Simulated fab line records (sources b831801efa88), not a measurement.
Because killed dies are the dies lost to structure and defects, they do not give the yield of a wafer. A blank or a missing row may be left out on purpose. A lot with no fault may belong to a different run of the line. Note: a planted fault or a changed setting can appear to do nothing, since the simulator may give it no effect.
One fault seen from 2 desks | flow gf180mcu | what lay behind the numbers comes last; until then each desk has only its own

== THE TOOL OWNER'S DESK: pvdSputter-04 ==
The tool's own readings at GF_MIM_SPUTTER_09 (material TiN, target thk 35 nm, time 29.2 s): means of the sampled wafers that have a number, for each lot that ran on this tool. Marked OUT: a lot whose mean sits more than 4 standard deviations from the usual mean, which makes it out of limits; the brackets give that distance.
Columns: A = throttleValvePct at GF_MIM_SPUTTER_09, usual 29.7 %
lot  | first seen here | A
L876 | day 24 16:08    | 29.3
L884 | day 27 08:59    | 28.6
L893 | day 29 23:25    | 29.2
L897 | day 31 06:02    | 29.3
L898 | day 31 07:32    | 29.6
Finding of this desk: none of the 5 lots has anything out of limits.

== METROLOGY DESK ==
What the gauges read, lot by lot, whatever tool the lot ran on: means of the sampled wafers that have a number. Marked OUT: a lot whose mean sits more than 4 standard deviations from the usual mean, which makes it out of limits; the brackets give that distance.
Columns: A = M4_OVL at GF_M4_OVL_MEAS_15, usual 4 nm; B = MIM_ALCU_THK at GF_MIM_THK_MEAS_11, usual 204 nm
lot  | first seen here | A  | B
L876 | day 23 14:52    | -1 | 202
L884 | day 26 09:25    | 4  | 207
L889 | day 28 01:45    | -3 | 199
L890 | day 28 11:34    | 4  | 201
L892 | day 28 20:21    | 1  | 202
L893 | day 29 01:19    | -1 | 206
L894 | day 29 09:34    | 2  | 206
L895 | day 29 14:31    | 9  | 204
L896 | day 30 00:24    | -1 | 206
L897 | day 30 08:27    | -2 | 205
L898 | day 30 09:27    | -3 | 202
Finding of this desk: none of the 11 lots has anything out of limits.

== BROUGHT TOGETHER ==
The desk of the tool owner found nothing out of limits.
The metrology desk saw nothing out of limits.

== WHAT THE SIMULATOR HAD PUT IN ==
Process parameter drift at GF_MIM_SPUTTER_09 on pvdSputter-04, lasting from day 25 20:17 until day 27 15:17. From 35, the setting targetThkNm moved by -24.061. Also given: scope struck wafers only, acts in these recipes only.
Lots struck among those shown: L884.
